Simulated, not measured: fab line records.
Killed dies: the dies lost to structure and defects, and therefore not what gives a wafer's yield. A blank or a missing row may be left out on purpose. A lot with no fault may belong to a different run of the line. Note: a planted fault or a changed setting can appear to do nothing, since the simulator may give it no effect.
Chamber matching ; flow sky130 ; rie_diel-02 running SKY_CONTACT_ETCH_16: 4 sister chambers
The step etches BARC in N2/H2, stops on SiO2, time 45.9 s, target depth 60 nm. 8 wafers are shown with their chamber, then 7 later ones without.

== WAFERS WITH THEIR CHAMBER ==
wafer;chamber;rf_fwd_power_W (W);oes_product_au (a.u.)
L077.3;1;491.6;0.852
L078.3;1;490.7;0.852
L083.4;2;494.8;0.857
L084.2;0;493.0;0.854
L084.5;3;496.1;0.857
L084.6;0;494.0;0.846
L089.2;2;498.5;0.854
L089.3;3;494.4;0.856

== WAFERS WITH NO CHAMBER GIVEN ==
wafer;rf_fwd_power_W (W);oes_product_au (a.u.)
L089.5;494.7;0.855
L091.1;495.9;0.850
L091.3;495.2;0.860
L091.6;494.5;0.849
L092.1;490.4;0.858
L092.3;491.6;0.848
L092.5;492.2;0.854

== CHAMBER TAKEN BY EACH ==
wafer;from the rows above;in truth
L089.5;can't be placed: 3 or 2 or 0 or 1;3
L091.1;can't be placed: 0 or 2 or 3 or 1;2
L091.3;can't be placed: 3 or 2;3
L091.6;can't be placed: 0 or 1 or 3 or 2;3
L092.1;can't be placed: 1 or 3 or 0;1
L092.3;can't be placed: 1 or 0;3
L092.5;can't be placed: 1 or 0 or 3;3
0 of 7 placed correctly. These rows do not allow placing 7 (true chamber among the candidates in 6). Number placed wrongly: 0.
How it was worked out, from the rows above alone: a wafer's distance from a chamber is the root of the sum, over the readings, of the square of ((its reading less the chamber's mean) divided by the reading's scatter). If the next closest chamber is less than 2 further off than the closest, the wafer can't be placed; otherwise it belongs to the closest. A chamber's mean is the mean of its shown wafers. The scatter: take each reading less its chamber's mean, square it, sum over the shown wafers, divide by the number of wafers less the number of chambers, and take the root.
